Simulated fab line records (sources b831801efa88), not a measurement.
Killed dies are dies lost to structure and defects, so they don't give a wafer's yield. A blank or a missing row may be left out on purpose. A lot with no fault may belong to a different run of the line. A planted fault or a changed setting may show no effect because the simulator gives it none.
Which tool did it? | flow gf180mcu | Sampling: 11 lots, 33 wafers, 6 of 602 route steps

== WHAT EACH GAUGE READ, for each wafer ==
GF_V1_BOW_MEAS_05.
lot  | measured     | on           | V1_BOW (um)
L369 | day 16 21:19 | filmMetro-01 | 96 87 91
L372 | day 17 23:29 | filmMetro-01 | 91 87 82 - - -
L374 | day 18 19:22 | filmMetro-01 | 84 93 94 - - -
L381 | day 21 19:52 | filmMetro-01 | 78 73 82
L382 | day 22 06:12 | filmMetro-01 | 87 90 82
L385 | day 23 12:04 | filmMetro-01 | 87 88 64
L387 | day 23 22:48 | filmMetro-01 | 72 77 80
L389 | day 24 07:27 | filmMetro-01 | 83 86 84
L390 | day 24 17:01 | filmMetro-04 | 83 73 89
L392 | day 25 03:11 | filmMetro-02 | 66 87 78
L391 | day 25 06:58 | filmMetro-01 | 85 82 93

GF_V2_THK_MEAS_01.
lot  | measured     | on           | V2_CVD_00_THK (nm)
L369 | day 18 21:59 | filmMetro-03 | 604 602 596
L372 | day 20 00:49 | filmMetro-04 | 599 603 596
L374 | day 20 22:16 | filmMetro-02 | 601 590 603
L381 | day 23 20:37 | filmMetro-02 | 605 606 603
L382 | day 24 05:25 | filmMetro-02 | 618 601 599
L385 | day 25 09:41 | filmMetro-02 | 599 590 606
L387 | day 25 20:10 | filmMetro-02 | 599 602 603
L389 | day 26 05:10 | filmMetro-02 | 604 601 606
L390 | day 26 15:01 | filmMetro-04 | 591 608 600
L392 | day 26 23:49 | filmMetro-03 | 621 613 604
L391 | day 27 04:10 | filmMetro-03 | 598 598 602

== WHICH TOOL RAN EACH LOT (tool, then ch and the chambers of the sampled wafers, then the start) ==
lot  | GF_V1_CMP_04                  | GF_V1_ETCH_17                                | GF_M2_SPUTTER_00            | GF_M2_METAL_ETCH_16
L369 | cmp-01 ch 0,3, day 16 20:59   | rieDiel-01 ch 1,2, day 17 21:56 or earlier   | pvdSputter-02, day 17 21:56 | rieMetal-03 ch 0,1, day 18 21:13
L372 | cmp-01 ch 0,1,3, day 17 23:17 | rieDiel-04 ch 1,2,3, day 18 23:21 or earlier | pvdSputter-04, day 18 23:21 | rieMetal-03 ch 0,1, day 19 23:56
L374 | cmp-01 ch 0,1,3, day 18 19:07 | rieDiel-01 ch 1,2,3, day 19 21:22 or earlier | pvdSputter-02, day 19 21:22 | rieMetal-02 ch 0,1, day 20 21:31
L381 | cmp-02 ch 0,3, day 21 19:37   | rieDiel-04 ch 1,2, day 22 20:52 or earlier   | pvdSputter-03, day 22 20:52 | rieMetal-02 ch 0,1, day 23 19:47
L382 | cmp-02 ch 0,1,2, day 22 06:00 | rieDiel-02 ch 1,2, day 23 06:16 or earlier   | pvdSputter-04, day 23 06:16 | rieMetal-01 ch 0,1, day 24 04:38
L385 | cmp-01 ch 0,2,3, day 23 11:46 | rieDiel-04 ch 0,1,3, day 24 11:16 or earlier | pvdSputter-02, day 24 11:16 | rieMetal-02 ch 0,1, day 25 08:56
L387 | cmp-01 ch 0,2,3, day 23 22:29 | rieDiel-01 ch 1,2,3, day 24 22:09 or earlier | pvdSputter-03, day 24 22:09 | rieMetal-03 ch 0,1, day 25 19:25
L389 | cmp-01 ch 0,3, day 24 07:12   | rieDiel-01 ch 0,1, day 25 06:30 or earlier   | pvdSputter-02, day 25 06:30 | rieMetal-03 ch 0,1, day 26 04:26
L390 | cmp-01 ch 2,3, day 24 16:44   | rieDiel-01 ch 0,1,2, day 25 16:32 or earlier | pvdSputter-04, day 25 16:32 | rieMetal-02 ch 0,1, day 26 14:16
L392 | cmp-01 ch 0,2,3, day 25 02:58 | rieDiel-02 ch 0,1,3, day 26 02:19 or earlier | pvdSputter-02, day 26 02:19 | rieMetal-03 ch 1, day 26 22:59
L391 | cmp-02 ch 0,1,2, day 25 06:40 | rieDiel-04 ch 0,1,2, day 26 05:58 or earlier | pvdSputter-02, day 26 05:58 | rieMetal-02 ch 0,1, day 27 03:27
- GF_V1_CMP_04: polishes SiO2.
- GF_V1_ETCH_17: etches SiO2 in C4F8/O2/Ar, stops on TiN, target depth 630 nm.
- GF_M2_SPUTTER_00: material Ti, target thk 37.5 nm, time 150 s.
- GF_M2_METAL_ETCH_16: etches the open film in Cl2/BCl3, stops on SiO2, target depth 750.8 nm, time 125.1 s.

== WHAT THE TOOLS THEMSELVES READ (means of the sampled wafers that have a number; where no wafer has one, the mark that the record gives instead) ==
GF_V1_CMP_04.
lot  | tool   | motorCurrentA (A) | timeToEndpointS (s)
L369 | cmp-01 | 12.1              | 80
L372 | cmp-01 | 12.7              | 62
L374 | cmp-01 | 13.0              | 61
L381 | cmp-02 | 11.4              | 81
L382 | cmp-02 | 13.5              | 75
L385 | cmp-01 | 13.2              | 78
L387 | cmp-01 | 13.1              | 82
L389 | cmp-01 | 13.1              | 84
L390 | cmp-01 | 12.5              | 85
L392 | cmp-01 | 13.3              | 79
L391 | cmp-02 | 13.2              | 85

GF_V1_ETCH_17.
lot  | tool       | oesProductAu (a.u.) | rfFwdPowerW (W)
L369 | rieDiel-01 | 0.857               | 1492
L372 | rieDiel-04 | 0.895               | 1493
L374 | rieDiel-01 | 0.896               | 1496
L381 | rieDiel-04 | 0.856               | 1493
L382 | rieDiel-02 | 0.857               | 1494
L385 | rieDiel-04 | 0.853               | 1501
L387 | rieDiel-01 | 0.856               | 1490
L389 | rieDiel-01 | 0.853               | 1494
L390 | rieDiel-01 | 0.856               | 1494
L392 | rieDiel-02 | 0.860               | 1493
L391 | rieDiel-04 | 0.855               | 1494

GF_M2_SPUTTER_00.
lot  | tool          | cathodeDcPowerW (W) | throttleValvePct (%)
L369 | pvdSputter-02 | 3999.9              | 28.8
L372 | pvdSputter-04 | 3999.9              | 29.9
L374 | pvdSputter-02 | 4000.3              | 29.3
L381 | pvdSputter-03 | 4000.2              | 29.0
L382 | pvdSputter-04 | 4000.0              | 30.2
L385 | pvdSputter-02 | 3999.2              | 29.1
L387 | pvdSputter-03 | 3999.3              | 29.5
L389 | pvdSputter-02 | 4000.6              | 28.4
L390 | pvdSputter-04 | 3999.1              | 29.9
L392 | pvdSputter-02 | 4000.1              | 30.3
L391 | pvdSputter-02 | 4000.1              | 29.3

GF_M2_METAL_ETCH_16.
lot  | tool        | bcl3FlowSccm (sccm) | drypumpMotorCurrentA (A) | oesProductAu (a.u.) | rfFwdPowerW (W) | throttleValvePct (%)
L369 | rieMetal-03 | 39.86               | 5.8                      | 0.994               | 791.4           | 28.223
L372 | rieMetal-03 | 40.08               | 5.8                      | 0.993               | 794.8           | 28.227
L374 | rieMetal-02 | 40.01               | 5.3                      | 0.996               | 797.1           | 28.238
L381 | rieMetal-02 | 40.02               | 5.1                      | 0.996               | 798.6           | 28.221
L382 | rieMetal-01 | 39.96               | 6.0                      | 0.996               | 795.2           | 28.227
L385 | rieMetal-02 | 39.86               | 5.1                      | 1.000               | 795.6           | 28.219
L387 | rieMetal-03 | 40.09               | 5.8                      | 0.979               | 795.8           | 28.242
L389 | rieMetal-03 | 39.94               | 5.8                      | 0.986               | 798.6           | 28.242
L390 | rieMetal-02 | 40.12               | 5.3                      | 0.994               | 797.0           | 28.232
L392 | rieMetal-03 | 39.80               | 5.8                      | 0.980               | 795.1           | 28.244
L391 | rieMetal-02 | 40.00               | 5.1                      | 0.992               | 795.2           | 28.227

== THE ANSWER, worked out from the rows above alone ==
Rule: usual is defined by the lots themselves. Put in order of their means at a reading, lots are off if they are a third of the lots or fewer, leave a main group of 4 or more, and stand apart from it by a gap of 3 or more times the standard deviation of the main group's means; of several such gaps the widest counts. Not used: any main group whose means are identical at the precision the tables above print for the reading. A lot without any number at a reading at which 4 lots or more have one is off too. The other lots that the step has rows for count as sound. Order of review: gauges by route order, followed by the tools' own readings, for which a lot's mean as printed above is used. At the first step where some lot is off, the reading lying furthest off is the one used; lots without a number count as furthest.
Off, at GF_V1_CMP_04 on timeToEndpointS: L372, L374. For the main group the mean is 81 s and the standard deviation 3.2.
If a tool, at that step or one of the process steps before it, ran each lot that is off and ran no sound lot following the first of them, it fits. None of those tried fits.

== WHAT THE SIMULATOR HAD PUT IN ==
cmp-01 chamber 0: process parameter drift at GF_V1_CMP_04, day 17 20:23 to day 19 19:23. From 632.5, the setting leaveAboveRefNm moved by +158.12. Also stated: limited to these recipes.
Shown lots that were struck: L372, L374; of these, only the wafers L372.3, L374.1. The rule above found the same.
